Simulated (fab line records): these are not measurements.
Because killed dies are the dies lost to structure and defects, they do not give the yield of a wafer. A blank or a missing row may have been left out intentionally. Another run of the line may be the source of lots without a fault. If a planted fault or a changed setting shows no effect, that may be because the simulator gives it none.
One fault through the eyes of 2 desks / flow sky130 / each desk holds nothing but its own numbers, with what lay behind them at the end

== TOOL OWNER'S DESK, cmp-01 ==
The tool's own readings at SKY_VIA1_CMP_02 (polishes SiO2): means of the sampled wafers that have a number, for each lot that ran on this tool. If a lot's mean is further than 4 standard deviations from the usual mean, the lot is out of limits and carries the mark OUT (the distance appears in the brackets).
Columns: A = motorCurrentA at SKY_VIA1_CMP_02, usual 12.4 A; B = platenRpm at SKY_VIA1_CMP_02, usual 60.00 rpm; C = retainingRingPressureFrac at SKY_VIA1_CMP_02, usual 1.001
lot=L704; first seen here=day 33 15:19; A=13.5; B=60.00; C=1.001
lot=L705; first seen here=day 34 09:49; A=13.2; B=58.00 (-54) OUT; C=0.999
lot=L706; first seen here=day 34 10:36; A=13.3; B=58.02 (-54) OUT; C=1.004
lot=L716; first seen here=day 38 07:21; A=13.5; B=59.98; C=1.000
lot=L717; first seen here=day 38 11:23; A=13.1; B=59.98; C=0.999
lot=L720; first seen here=day 39 11:11; A=13.1; B=59.98; C=1.003
lot=L723; first seen here=day 39 15:23; A=13.8; B=59.97; C=1.001
This desk's finding: out of limits on L705, L706; first on L705, day 34 09:49 (platenRpm at SKY_VIA1_CMP_02). L704, L716, L717, L720, L723 stayed within limits.

== FROM THE METROLOGY DESK ==
What the gauges read for every lot (on any tool): the sampled wafers with a number, averaged. If a lot's mean is further than 4 standard deviations from the usual mean, the lot is out of limits and carries the mark OUT (the distance appears in the brackets).
Columns: A = METAL1_ALCU_THK at SKY_METAL1_THK_MEAS_06, usual 247 nm
lot=L704; first seen here=day 32 11:55; A=246
lot=L705; first seen here=day 33 05:55; A=252
lot=L706; first seen here=day 33 07:16; A=250
lot=L716; first seen here=day 37 04:56; A=244
lot=L717; first seen here=day 37 08:40; A=246
lot=L719; first seen here=day 37 14:56; A=243
lot=L718; first seen here=day 38 06:55; A=246
lot=L721; first seen here=day 38 07:42; A=249
lot=L720; first seen here=day 38 08:04; A=248
lot=L723; first seen here=day 38 13:43; A=249
lot=L724; first seen here=day 38 19:26; A=249
This desk found nothing out of limits on any of the 11 lots.

== BROUGHT TOGETHER ==
On L705, L706, at day 34 09:49, an alarm was possible from the tool owner's desk.
From the metrology desk's view, nothing was out of limits.
The metrology desk has L705, L706 on record, within its limits.
On cmp-01, each named lot ran SKY_VIA1_CMP_02.

== WHAT HAD BEEN PUT IN BY THE SIMULATOR ==
cmp-01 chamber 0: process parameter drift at SKY_VIA1_CMP_02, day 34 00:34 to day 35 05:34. Setting platenRpm shifted by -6 from 60. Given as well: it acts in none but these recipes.
Shown lots that were struck: L705, L706.
Each desk's first reading out of limits, in hours after the fault started: the tool owner's desk, 9.
